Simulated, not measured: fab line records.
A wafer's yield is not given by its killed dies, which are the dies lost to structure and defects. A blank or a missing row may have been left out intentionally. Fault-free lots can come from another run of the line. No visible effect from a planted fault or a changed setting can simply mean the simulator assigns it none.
Struck lot and sound lot, side by side ; flow sky130 ; 19 out of 708 route steps
Sound: the wafers L269.2, L269.3, L269.6. The struck wafers were L272.2, L272.5, L272.6. Last of all comes the cause.
For every step that has rows: the tool of each side, followed by ch and its chambers, followed by its first start. Under that, the readings that differ: sound wafers ; struck wafers ; difference of the means ; sigmas: that difference in standard deviations of wafers without a fault.
alike: readings with means less than 2 such deviations apart, plus words and numbers identical on both sides. not compared: withheld readings, readings lacking a value on some wafer, bounds such as >300 that could conceal the same value, and numbers that have no deviation in the record and whose values overlap.
A row with sigmas, a row that says differs or no value, or rows on one side alone: a step with any of these is where the two part. When numbers do not overlap yet have no deviation, they are printed without sigmas and do not part them. A reading that every wafer of one side lacks parts them only if that side has two wafers or more.

SKY_VIA4_THK_MEAS_20: measures by xrf.
  sound on film metro-03, day 46 22:37; struck on film metro-01, day 47 01:53
  alike: VIA4_W_THK
then, 1 step without rows for these wafers: SKY_VIA4_CMP_21 (polishes, stops on SiO2, t overpolish 25 s, target thk 0 nm).
SKY_METAL5_SPUTTER_00: material Ti, target thk 15 nm, time 10 s.
  sound on pvd sputter-03, day 46 23:05; struck on pvd sputter-01, day 47 02:14
  alike: chamber pressure pa, throttle valve pct
then, 1 step without rows for these wafers: SKY_METAL5_SPUTTER_01 (material TiN, target thk 20 nm, time 16.7 s).
SKY_METAL5_SPUTTER_02: material AlCu, target thk 1150 nm, time 61.2 s.
  sound on pvd sputter-03, day 46 23:08; struck on pvd sputter-01, day 47 02:17
  alike: chamber pressure pa, throttle valve pct
SKY_METAL5_SPUTTER_03: material Ti, target thk 5 nm, time 3.3 s.
  sound on pvd sputter-03, day 46 23:11; struck on pvd sputter-01, day 47 02:20
  alike: chamber pressure pa, throttle valve pct
SKY_METAL5_SPUTTER_04: material TiN, target thk 70 nm, time 58.3 s.
  sound on pvd sputter-03, day 46 23:13; struck on pvd sputter-01, day 47 02:21
  alike: chamber pressure pa, throttle valve pct
SKY_METAL5_RS_MEAS_05: the measuring method here is four-point-probe.
  sound on film metro-04, day 46 23:17; struck on film metro-03, day 47 02:25
  alike: METAL5_ALCU_RS
SKY_METAL5_THK_MEAS_06: measures by xrf.
  sound on film metro-04, day 46 23:23; struck on film metro-03, day 47 02:32
  alike: METAL5_ALCU_THK
then, 3 steps without rows for these wafers: SKY_METAL5_DEHYDRATE_07 (time 60 s); SKY_METAL5_HMDS_08 (prime time 60 s); SKY_METAL5_COAT_09 (resist thk 1800 nm).
SKY_METAL5_SOFTBAKE_10: time 60 s.
  sound on litho track-04 ch 0, day 47 09:08; struck on litho track-04 ch 0, day 47 12:47
reading;sound;struck;difference;sigmas
heater power total W (W);56.63 56.72 56.58;59.07 59.20 59.12;+2.49;+55
plate temp C (C);89.96 90.26 90.03;92.88 92.88 92.95;+2.82;+24
model.NOVOLAK_of_METAL5_COAT_09.thk nm (nm);1794 1793 1792;1783 1782 1783;-10;
  alike: exhaust pa
then, 3 steps without rows for these wafers: SKY_METAL5_EXPOSE_11 (exposes mask MM5, target cd 1600 nm); SKY_METAL5_PEB_12; SKY_METAL5_DEVELOP_13 (develop time 60 s).
SKY_METAL5_DESCUM_14: chemistry O2, time 11 s.
  sound on rie metal-04 ch 0, day 47 19:04; struck on rie metal-02 ch 0,1, day 47 22:25
reading;sound;struck;difference;sigmas
model.NOVOLAK_of_METAL5_COAT_09.thk nm (nm);1784 1783 1782;1772 1771 1772;-11;
  alike: drypump motor current A, oes product au, rf fwd power W
  not compared: rf hours counter h
SKY_METAL5_METAL_ETCH_15: etches the open film in Cl2/BCl3, stops on SiO2, target depth 1260 nm, time 252 s.
  sound on rie metal-04 ch 0, day 47 19:06; struck on rie metal-02 ch 0,1, day 47 22:27
  alike: bcl3 flow sccm, drypump motor current A, oes product au, rf fwd power W, throttle valve pct
  not compared: rf hours counter h
SKY_PAD_OPEN_PROBE_99:
  sound on prober-01, day 49 15:25; struck on prober-01, day 49 18:25
  alike: defect limited yield, killed_at_M0_to_M3, killed_at_M4_up, killed at contacts, killed at front end, killed at other, killed dies, killed open, killed short, sort_bin_3_pad_short, sort_bin_5_function, sort_bin_6_memory, sort n pass, sort yield pct

== WHERE THEY PART ==
SKY_METAL5_SOFTBAKE_10 only, going by this record. Later steps at which nothing parts them and some readings are alike: SKY_METAL5_DESCUM_14, SKY_METAL5_METAL_ETCH_15, SKY_PAD_OPEN_PROBE_99.

WHY: what had been put in by the simulator
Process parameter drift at SKY_METAL5_SOFTBAKE_10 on litho track-04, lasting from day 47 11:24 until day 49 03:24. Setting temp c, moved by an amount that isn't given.
